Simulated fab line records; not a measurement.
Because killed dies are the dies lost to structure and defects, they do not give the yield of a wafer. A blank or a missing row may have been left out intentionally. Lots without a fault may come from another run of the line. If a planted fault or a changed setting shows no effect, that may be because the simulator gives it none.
Chamber matching | flow sky130 | SKY_CONTACT_CMP_04 on cmp-02: 4 sister chambers
The step polishes SiO2. 7 wafers are shown with their chamber, then 7 later ones without.

## WAFERS, EACH WITH ITS CHAMBER
wafer  | chamber | motor-current-A (A) | time-to-endpoint-s (s)
L766.1 | 2       | 14.8                | 82
L766.6 | 2       | 14.6                | 81
L767.2 | 1       | 11.1                | 81
L767.3 | 3       | 12.5                | 85
L767.4 | 0       | 11.9                | 82
L769.3 | 1       | 11.2                | 79
L769.5 | 0       | 11.5                | 82

## WAFERS WHOSE CHAMBER IS MISSING
wafer  | motor-current-A (A) | time-to-endpoint-s (s)
L769.6 | 11.2                | 83
L771.1 | 12.1                | 86
L771.2 | 11.6                | 84
L771.6 | 12.2                | 81
L778.1 | 12.0                | 80
L778.4 | 11.2                | 82
L778.5 | 11.2                | 83

## EACH ONE'S CHAMBER
wafer  | from the rows above     | in truth
L769.6 | can't be placed: 0 or 1 | 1
L771.1 | 3                       | 3
L771.2 | 0                       | 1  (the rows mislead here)
L771.6 | can't be placed: 0 or 3 | 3
L778.1 | can't be placed: 0 or 1 | 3
L778.4 | can't be placed: 1 or 0 | 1
L778.5 | can't be placed: 0 or 1 | 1
1 of 7 placed correctly. Can't be placed from these rows: 5 (the true chamber is among the candidates in 4). 1 placed wrongly.
How it was worked out, from the rows above alone: a wafer's distance from a chamber is the root of the sum, over the readings, of the square of ((its reading less the chamber's mean) divided by the reading's scatter). The wafer belongs to the nearest chamber; if the next one is less than 2 further off, it can't be placed. A chamber's mean is the mean of its shown wafers. The scatter is the square root of a quotient: the sum, over the shown wafers, of each reading's squared deviation from its chamber's mean, divided by wafers minus chambers.
